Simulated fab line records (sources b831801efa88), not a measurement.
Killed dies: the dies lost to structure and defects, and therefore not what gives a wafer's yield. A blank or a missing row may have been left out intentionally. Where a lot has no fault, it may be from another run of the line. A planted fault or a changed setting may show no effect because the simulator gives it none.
A struck lot beside a sound one ; flow gf180mcu ; 18 out of 602 route steps
Sound: wafers L371.1, L371.2, L371.3. Wafers L378.2, L378.4, L378.5 were the ones struck. Last of all comes the cause.
Each step with rows lists, per side, the tool, then ch with its chambers, then its first start. Under that, the readings that differ: sound wafers ; struck wafers ; difference of the means ; sigmas: that difference in standard deviations of wafers without a fault.
alike: a reading whose means differ by less than 2 such deviations, as well as words and numbers matching on both sides. not compared: withheld readings; readings where some wafer has no value; bounds like >300 that might hide an equal value; numbers whose values overlap and for which the record gives no deviation.
The two part at a step that has a row with sigmas, a row that says differs or no value, or rows on one side only. Numbers that don't overlap but have no deviation are shown without sigmas and don't part them. A reading that every wafer of one side lacks parts them only if that side has two wafers or more.

first, 3 steps without rows for these wafers: GF_HV_LDD_EXPOSE_16 (exposes mask Pplus LV AREA, target cd 400 nm); GF_HV_LDD_PEB_17; GF_HV_LDD_DEVELOP_18 (develop time 60 s).
GF_HV_LDD_CD_MEAS_19: the cd target is 400 nm.
  sound on cd-sem-01 at day 14 20:47; struck on cd-sem-01 at day 16 23:47
  alike: cd-nm
GF_HV_LDD_OVL_MEAS_20:
  sound on overlay-01 at day 14 20:55; struck on overlay-02 at day 16 23:53
  alike: HV_LDD_01_OVL
next, for these wafers, 1 step has no rows: GF_HV_LDD_IMPLANT_21.
GF_HV_LDD_STRIP_22: strips in O2/N2.
  sound on plasma-asher-02 ch 0,1, day 14 21:06; struck on plasma-asher-02 ch 0,1, day 17 00:04
  alike: drypump-motor-current-A, heater-power-w, oes-product-au, strip-time-to-endpoint-s
  not compared: rf-hours-counter-h
GF_HV_LDD_TW_MEAS_23:
  sound on film-metro-04 at day 14 21:12; struck on film-metro-02 at day 17 00:11
  alike: HV_LDD_2_TW
then, 4 steps without rows for these wafers: GF_HV_LDD_DEHYDRATE_24 (time 60 s); GF_HV_LDD_HMDS_25 (prime time 60 s); GF_HV_LDD_COAT_26 (resist thk 1000 nm); GF_HV_LDD_SOFTBAKE_27 (time 60 s).
GF_HV_LDD_EXPOSE_28: exposes mask Nplus HV AREA, target cd 400 nm.
  sound on iline-stepper-02 ch 0, day 15 07:38; struck on iline-stepper-01 ch 0, day 17 11:23
reading;sound;struck;difference;sigmas
model.HV_LDD.overlay-x-nm (nm);-0.426 -0.426 -0.426;-120.2 -120.2 -120.2;-119.8;
  alike: mask, focus-offset-nm
then, 2 steps without rows for these wafers: GF_HV_LDD_PEB_29; GF_HV_LDD_DEVELOP_30 (develop time 60 s).
GF_HV_LDD_CD_MEAS_31: the cd target is 400 nm.
  sound on cd-sem-01 at day 15 17:53; struck on cd-sem-01 at day 17 22:33
  alike: cd-nm
GF_HV_LDD_OVL_MEAS_32:
  sound on overlay-02 at day 15 18:01; struck on overlay-02 at day 17 22:52
reading;sound;struck;difference;sigmas
HV_LDD_02_OVL (nm);-0.3 0.7 -0.4;-120.5 -121.4 -121.8;-121.2;-87
  not compared: hold
GF_PASSIVATION_PROBE_99:
  the record has rows for the sound wafers here (prober-01, day 32 21:04) and none for the struck ones

== WHERE THEY PART ==
At GF_HV_LDD_OVL_MEAS_32 first; at GF_PASSIVATION_PROBE_99 last (within this record only).

WHY: whatever the simulator had introduced
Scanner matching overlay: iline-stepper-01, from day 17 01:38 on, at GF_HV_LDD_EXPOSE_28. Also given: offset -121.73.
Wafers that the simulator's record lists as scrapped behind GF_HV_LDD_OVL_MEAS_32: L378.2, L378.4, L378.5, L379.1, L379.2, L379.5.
